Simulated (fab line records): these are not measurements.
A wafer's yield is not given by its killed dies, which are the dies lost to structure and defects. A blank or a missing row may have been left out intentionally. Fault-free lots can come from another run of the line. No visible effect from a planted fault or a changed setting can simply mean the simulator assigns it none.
What tool caused it? | flow gf180mcu | 14 lots with 41 wafers sampled at 3 steps, on a route of 602 steps

== WHAT EACH GAUGE READ, for each wafer ==
GF_MVSD_OVL_MEAS_07. Usual: for MVSD_OVL the level is -0.4 nm and the standard deviation is 1.7.
lot  | measured     | on         | MVSD_OVL (nm)  | flag
L583 | day 4 21:43  | overlay-01 | -2.4 -2.2 -2.8 | 
L584 | day 5 04:41  | overlay-01 | -4.1 -5.5 -3.9 | 
L586 | day 5 10:28  | overlay-02 | -0.3 2.3 0.5   | 
L587 | day 5 12:34  | overlay-01 | -0.7 -0.7 -0.2 | 
L588 | day 5 22:42  | overlay-02 | 0.6 0.5 -0.7   | 
L589 | day 6 07:24  | overlay-01 | 0.9 0.3        | 
L591 | day 6 14:32  | overlay-02 | 0.6 -0.8 -0.1  | 
L592 | day 6 19:35  | overlay-02 | 1.7 0.7 2.4    | 
L593 | day 7 01:34  | overlay-01 | -0.5 -0.7 -2.2 | 
L597 | day 8 00:37  | overlay-02 | 1.2 1.2 1.3    | 
L599 | day 8 13:07  | overlay-02 | 0.5 1.7 4.3    | 
L600 | day 8 19:52  | overlay-02 | -0.7 1.4 0.7   | 
L603 | day 9 12:52  | overlay-01 | -0.9 -1.9 -2.1 | 
L605 | day 10 00:34 | overlay-02 | -0.5 0.0 0.7   | 

GF_MVPSD_OVL_MEAS_07. Usual: for MVPSD_OVL the level is -0.7 nm and the standard deviation is 1.3.
lot  | measured     | on         | MVPSD_OVL (nm) | flag
L583 | day 5 12:01  | overlay-02 | 2.1 2.1 1.6    | 
L584 | day 5 19:01  | overlay-01 | -2.7 -1.8 -3.7 | 
L586 | day 6 00:58  | overlay-01 | -1.3 -1.3 -0.4 | 
L587 | day 6 02:40  | overlay-02 | -0.8 -0.6 -0.2 | 
L588 | day 6 13:22  | overlay-02 | 0.7 0.0 -0.7   | 
L589 | day 6 22:54  | overlay-02 | -2.1 -0.2      | 
L591 | day 7 06:07  | overlay-02 | -0.5 -0.6 -1.1 | 
L592 | day 7 11:18  | overlay-02 | -1.5 3.1 0.4   | 
L593 | day 7 18:09  | overlay-02 | 0.6 0.3 0.5    | 
L597 | day 8 17:01  | overlay-02 | 0.9 1.7 -0.5   | 
L599 | day 9 06:31  | overlay-02 | -1.2 -0.6 -2.5 | 
L600 | day 9 13:36  | overlay-02 | 0.1 0.8 0.5    | 
L603 | day 10 07:00 | overlay-01 | -1.5 -2.0 -1.6 | 
L605 | day 10 19:01 | overlay-01 | 0.8 1.2 0.5    | 

== WHAT TOOL EACH LOT RAN ON (gives the tool, then ch and the chambers of the sampled wafers, and finally the start) ==
lot  | GF_MVPSD_DEHYDRATE_00
L583 | lithoTrack-03 ch 0, day 5 04:28
L584 | lithoTrack-02 ch 0, day 5 11:40
L586 | lithoTrack-04 ch 0, day 5 17:23
L587 | lithoTrack-04 ch 0, day 5 19:20
L588 | lithoTrack-02 ch 0, day 6 05:26
L589 | lithoTrack-02 ch 0, day 6 14:40
L591 | lithoTrack-02 ch 0, day 6 22:04
L592 | lithoTrack-03 ch 0, day 7 03:10
L593 | lithoTrack-04 ch 0, day 7 09:06
L597 | lithoTrack-03 ch 0, day 8 08:46
L599 | lithoTrack-03 ch 0, day 8 21:25
L600 | lithoTrack-03 ch 0, day 9 04:37
L603 | lithoTrack-04 ch 0, day 9 21:54
L605 | lithoTrack-04 ch 0, day 10 09:15
- GF_MVPSD_DEHYDRATE_00: time 60 s.

== WHAT THE TOOLS THEMSELVES READ (means of the sampled wafers that have a number; where no wafer has one, the mark that the record gives instead) ==
GF_MVPSD_DEHYDRATE_00. Usual: heaterPowerTotalW 160.38 W, standard deviation 0.12; plateTempC 200.02 C, standard deviation 0.17.
lot  | tool          | heaterPowerTotalW (W) | plateTempC (C) | flag
L583 | lithoTrack-03 | 160.47                | 199.95         | 
L584 | lithoTrack-02 | 160.52                | 200.11         | 
L586 | lithoTrack-04 | 160.40                | 200.07         | 
L587 | lithoTrack-04 | 160.36                | 199.85         | 
L588 | lithoTrack-02 | 160.40                | 200.12         | 
L589 | lithoTrack-02 | 160.27                | 199.88         | 
L591 | lithoTrack-02 | 160.44                | 199.97         | 
L592 | lithoTrack-03 | 160.32                | 199.95         | 
L593 | lithoTrack-04 | 160.34                | 200.16         | 
L597 | lithoTrack-03 | 165.91                | 205.65         | OFF
L599 | lithoTrack-03 | 166.10                | 205.48         | OFF
L600 | lithoTrack-03 | 166.01                | 205.52         | OFF
L603 | lithoTrack-04 | 160.34                | 200.14         | 
L605 | lithoTrack-04 | 160.35                | 199.78         | 

== THE ANSWER, worked out from the rows above alone ==
Rule: take the mean of a lot's wafers that have a number; if it is more than 3 standard deviations from the usual mean, the lot is off. Also off: a lot with no number at a reading for which 4 or more lots have one. Any other lot the step has rows for is counted as sound. After the gauges, taken in route order, come the tools' own readings; for these a lot's mean is taken, as printed above. The first step at which some lot is off is used, and at that step the reading that is off furthest; a lot without a number counts as furthest.
Off, at GF_MVPSD_DEHYDRATE_00 on heaterPowerTotalW: L597, L599, L600.
A tool fits if, at that step or a process step before it, it ran every lot that is off, and no sound lot after the first of them. One fits: lithoTrack-03 at GF_MVPSD_DEHYDRATE_00. Its last sound lot is L592 (day 7 03:10), its first lot that is off L597 (day 8 08:46): a fault that began between those two fits.
The tool's own readings at GF_MVPSD_DEHYDRATE_00 bear it out: on the lots that are off they differ by more than 5 times the standard deviation of the sound lots' means. heaterPowerTotalW reads 166.01 W there against 160.38 W on the sound lots; plateTempC reads 205.55 C there against 200.00 C on the sound lots.

== WHAT WAS PUT IN BY THE SIMULATOR ==
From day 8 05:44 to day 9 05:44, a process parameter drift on lithoTrack-03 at GF_MVPSD_DEHYDRATE_00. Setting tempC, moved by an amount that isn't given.
Struck lots among those shown: L597, L599, L600. Same finding as the rule above.
